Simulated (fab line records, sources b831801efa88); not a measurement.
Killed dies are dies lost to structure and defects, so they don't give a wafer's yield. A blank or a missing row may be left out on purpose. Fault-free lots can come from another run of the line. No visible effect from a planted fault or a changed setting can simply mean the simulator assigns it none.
One fault through the eyes of 2 desks -- flow gf180mcu -- every desk sees just its own numbers, and what lay behind them comes last

AT THE TOOL OWNER'S DESK: implanter-04
GF_HV_LDD_IMPLANT_48, tool's own readings: per-lot mean of the sampled wafers with a number, covering each lot this tool ran. If a lot's mean is further than 4 standard deviations from the usual mean, the lot is out of limits and carries the mark OUT (the distance appears in the brackets).
Columns: A = beam energy keV at GF_HV_LDD_IMPLANT_48, usual 24.999
lot,first seen here,A
L140,day 13 02:21,25.001
L142,day 13 21:06,24.995
L145,day 14 16:44,24.992
L148,day 15 21:57,21.090 (-99 or more) OUT
L149,day 16 03:14,21.080 (-99 or more) OUT
L158,day 19 03:31,24.997
L161,day 20 00:30,24.998
Finding of this desk: L148, L149 out of limits; the first was L148 at day 15 21:57, on beam energy keV at GF_HV_LDD_IMPLANT_48. In limits: L140, L142, L145, L158, L161.

FROM THE METROLOGY DESK
Means of the sampled wafers that have a number, per lot and without regard to the tool the lot ran on: this is what the gauges read. If a lot's mean is further than 4 standard deviations from the usual mean, the lot is out of limits and carries the mark OUT (the distance appears in the brackets).
Columns: A = HV_LDD_4_TW at GF_HV_LDD_TW_MEAS_50, usual 564
lot,first seen here,A
L139,day 12 17:53,562
L140,day 13 02:36,555
L141,day 13 17:27,568
L142,day 13 21:21,557
L143,day 14 05:16,556
L145,day 14 16:59,570
L148,day 15 22:12,540
L149,day 16 03:26,534 (-4.3) OUT
L150,day 16 07:08,567
L154,day 17 16:18,557
L158,day 19 03:46,569
L159,day 19 14:33,555
L161,day 20 00:43,573
Per this desk, out of limits: L149; the first was L149, day 16 03:26 (HV_LDD_4_TW at GF_HV_LDD_TW_MEAS_50). In limits: L139, L140, L141, L142, L143, L145, L148, L150, L154, L158, L159, L161.

TAKEN TOGETHER
The tool owner's desk could have raised an alarm at day 15 21:57, on L148, L149.
L149 would have let the metrology desk raise an alarm at day 16 03:26.
The metrology desk has L148 on record, within its limits.
The lots listed all ran GF_HV_LDD_IMPLANT_48 on implanter-04.

WHAT WAS PUT IN BY THE SIMULATOR
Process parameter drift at GF_HV_LDD_IMPLANT_48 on implanter-04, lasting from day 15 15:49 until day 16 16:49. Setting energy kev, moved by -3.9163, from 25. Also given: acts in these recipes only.
Shown lots that were struck: L148, L149.
Delay (hours) between the fault's onset and each desk's first out-of-limits reading: 6 at the tool owner's desk, 12 at the metrology desk.
